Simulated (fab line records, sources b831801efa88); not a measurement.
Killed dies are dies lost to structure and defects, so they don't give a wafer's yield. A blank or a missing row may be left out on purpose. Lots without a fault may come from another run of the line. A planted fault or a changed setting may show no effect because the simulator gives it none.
Which tool did it? | flow sky130 | 12 lots, 36 wafers sampled, at 3 steps of a route of 708

WHAT THE GAUGES READ, wafer by wafer
SKY_METAL4_CD_MEAS_13: target cd 300 nm. Usual: cd_nm 300.2 nm, standard deviation 1.6.
lot  | measured     | on        | cd_nm (nm)        | flag
L659 | day 41 16:46 | cd_sem-02 | 301.8 299.4 299.8 |
L661 | day 42 01:34 | cd_sem-02 | 299.6 300.7 300.8 |
L662 | day 42 06:19 | cd_sem-01 | 297.7 297.6 298.0 |
L663 | day 42 23:35 | cd_sem-02 | 300.7 302.0 301.5 |
L665 | day 43 05:35 | cd_sem-02 | 300.6 301.4 301.8 |
L666 | day 43 16:13 | cd_sem-02 | 298.6 300.2 299.1 |
L668 | day 44 05:28 | cd_sem-01 | 302.6 302.8 303.0 |
L670 | day 44 23:13 | cd_sem-01 | 302.5 302.4 300.0 |
L675 | day 45 23:02 | cd_sem-02 | 301.4 301.8 302.1 |
L678 | day 46 09:45 | cd_sem-01 | 300.4 301.2 301.2 |
L680 | day 47 14:59 | cd_sem-01 | 299.4 300.0 299.3 |
L681 | day 48 01:43 | cd_sem-02 | 300.7 299.5 298.9 |

SKY_VIA4_RS_MEAS_19: measures by four-point-probe. Usual: VIA4_W_RS 0.227 ohm/sq, standard deviation 0.004.
lot  | measured     | on            | VIA4_W_RS (ohm/sq) | flag
L659 | day 42 18:33 | film_metro-04 | 0.230 0.222 0.219  |
L661 | day 43 03:23 | film_metro-03 | 0.226 0.228 0.223  |
L662 | day 43 07:41 | film_metro-02 | 0.229 0.231 0.221  |
L663 | day 44 01:16 | film_metro-03 | 0.233 0.223 0.224  |
L665 | day 44 06:01 | film_metro-02 | 0.225 0.226 0.226  |
L666 | day 44 17:05 | film_metro-04 | 0.224 0.233 0.235  |
L668 | day 45 05:29 | film_metro-04 | 0.231 0.219 0.232  |
L670 | day 45 23:05 | film_metro-03 | 0.233 0.222 0.231  |
L675 | day 46 21:40 | film_metro-02 | 0.233 0.230 0.221  |
L678 | day 47 08:11 | film_metro-03 | 0.224 0.227 0.220  |
L680 | day 48 12:49 | film_metro-04 | 0.224 0.234 0.231  |
L681 | day 48 22:50 | film_metro-03 | 0.227 0.226 0.230  |

WHICH TOOL RAN EACH LOT (tool, then ch and the chambers of the sampled wafers, then the start)
lot  | SKY_LOCAL_INTERCONNECT_SPUTTER_00
L659 | pvd_sputter-02, day 29 04:38
L661 | pvd_sputter-03, day 29 16:38
L662 | pvd_sputter-02, day 29 21:37
L663 | pvd_sputter-03, day 30 12:32
L665 | pvd_sputter-01, day 31 00:32
L666 | pvd_sputter-02, day 31 11:44
L668 | pvd_sputter-03, day 32 02:14
L670 | pvd_sputter-03, day 32 21:07
L675 | pvd_sputter-02, day 34 06:20
L678 | pvd_sputter-02, day 34 20:26
L680 | pvd_sputter-01, day 36 07:04
L681 | pvd_sputter-03, day 37 00:07
- SKY_LOCAL_INTERCONNECT_SPUTTER_00: material TiN, target thk 100 nm, time 83.3 s.

WHAT THE TOOLS THEMSELVES READ (means of the sampled wafers that have a number; where no wafer has one, the mark that the record gives instead)
SKY_LOCAL_INTERCONNECT_SPUTTER_00. Usual: cathode_dc_power_W 6500.2 W, standard deviation 1.2; chamber_pressure_pa 0.4001 Pa, standard deviation 0.00085; susceptor_temp_C 300.02 C, standard deviation 0.19; throttle_valve_pct 29.8 %, standard deviation 0.71.
lot  | tool           | cathode_dc_power_W (W) | chamber_pressure_pa (Pa) | susceptor_temp_C (C) | throttle_valve_pct (%) | flag
L659 | pvd_sputter-02 | 6500.3                 | 0.4009                   | 300.00               | 29.8                   |
L661 | pvd_sputter-03 | 6500.2                 | 0.3991                   | 300.28               | 30.0                   |
L662 | pvd_sputter-02 | 6499.9                 | 0.4002                   | 299.79               | 29.4                   |
L663 | pvd_sputter-03 | 6500.6                 | 0.3994                   | 300.10               | 30.4                   |
L665 | pvd_sputter-01 | 6500.3                 | 0.3998                   | 299.88               | 30.0                   |
L666 | pvd_sputter-02 | 6500.3                 | 0.4003                   | 300.03               | 29.2                   |
L668 | pvd_sputter-03 | 6501.1                 | 0.3998                   | 299.82               | 30.3                   |
L670 | pvd_sputter-03 | 6501.0                 | 0.4001                   | 299.85               | 30.2                   |
L675 | pvd_sputter-02 | 6499.5                 | 0.4000                   | 299.68               | 29.4                   |
L678 | pvd_sputter-02 | 6499.6                 | 0.3995                   | 299.86               | 29.0                   |
L680 | pvd_sputter-01 | 6500.3                 | 0.3999                   | 300.06               | 29.7                   |
L681 | pvd_sputter-03 | 6500.4                 | 0.4001                   | 299.93               | 30.7                   |

THE ANSWER, worked out from the rows above alone
Rule: a lot is off if the mean of its wafers that have a number lies more than 3 standard deviations from the usual mean. A lot without any number at a reading at which 4 lots or more have one is off too. The other lots that the step has rows for count as sound. The gauges are gone through in route order, then the tools' own readings, and for those a lot's mean is taken as printed above. The first step at which some lot is off is used, and at that step the reading that is off furthest; a lot without a number counts as furthest.
No lot is off at any reading shown: from this, nothing can be told.

WHAT THE SIMULATOR HAD PUT IN
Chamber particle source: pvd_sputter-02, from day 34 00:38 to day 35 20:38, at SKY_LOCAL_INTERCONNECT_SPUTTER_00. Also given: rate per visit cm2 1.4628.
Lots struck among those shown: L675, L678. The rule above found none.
